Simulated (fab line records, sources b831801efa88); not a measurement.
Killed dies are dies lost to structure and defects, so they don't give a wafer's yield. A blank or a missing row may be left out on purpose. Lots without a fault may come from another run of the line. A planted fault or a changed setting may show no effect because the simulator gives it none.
Chamber matching | flow sky130 | SKY_LI_CONTACT_ETCH_15 on rie_diel-03: 4 sister chambers
The step etches PSG in C4F8/O2/Ar, stops on Si, target depth 600 nm. 4 wafers are shown with their chamber, then 8 later ones without.

WAFERS WITH THEIR CHAMBER
wafer  | chamber | oes_product_au (a.u.)
L089.2 | 3       | 0.840
L089.3 | 2       | 0.834
L089.4 | 1       | 0.839
L090.3 | 0       | 0.829

WAFERS WITHOUT THEIR CHAMBER
wafer  | oes_product_au (a.u.)
L090.5 | 0.833
L090.6 | 0.833
L093.2 | 0.839
L093.3 | 0.843
L093.5 | 0.835
L096.3 | 0.835
L096.4 | 0.837
L096.5 | 0.829

WHICH CHAMBER EACH WENT THROUGH
wafer  | from the rows above          | in truth
L090.5 | 2                            | 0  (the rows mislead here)
L090.6 | 2                            | 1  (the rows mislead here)
L093.2 | can't be placed: 1 or 3      | 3
L093.3 | can't be placed: 3 or 1      | 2
L093.5 | 2                            | 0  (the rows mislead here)
L096.3 | 2                            | 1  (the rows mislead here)
L096.4 | can't be placed: 1 or 2 or 3 | 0
L096.5 | 0                            | 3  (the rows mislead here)
Placed correctly: 0 of 8. Can't be placed from these rows: 3 (the true chamber is among the candidates in 1). Placed wrongly: 5.
How it was worked out, from the rows above alone: a wafer's distance from a chamber is the root of the sum, over the readings, of the square of ((its reading less the chamber's mean) divided by the reading's scatter). The wafer belongs to the nearest chamber; if the next one is less than 2 further off, it can't be placed. A chamber's mean is the mean of its shown wafers. The scatter: with one shown wafer a chamber, the root of the mean of the squares of how far each hidden wafer lies from its nearest shown one.
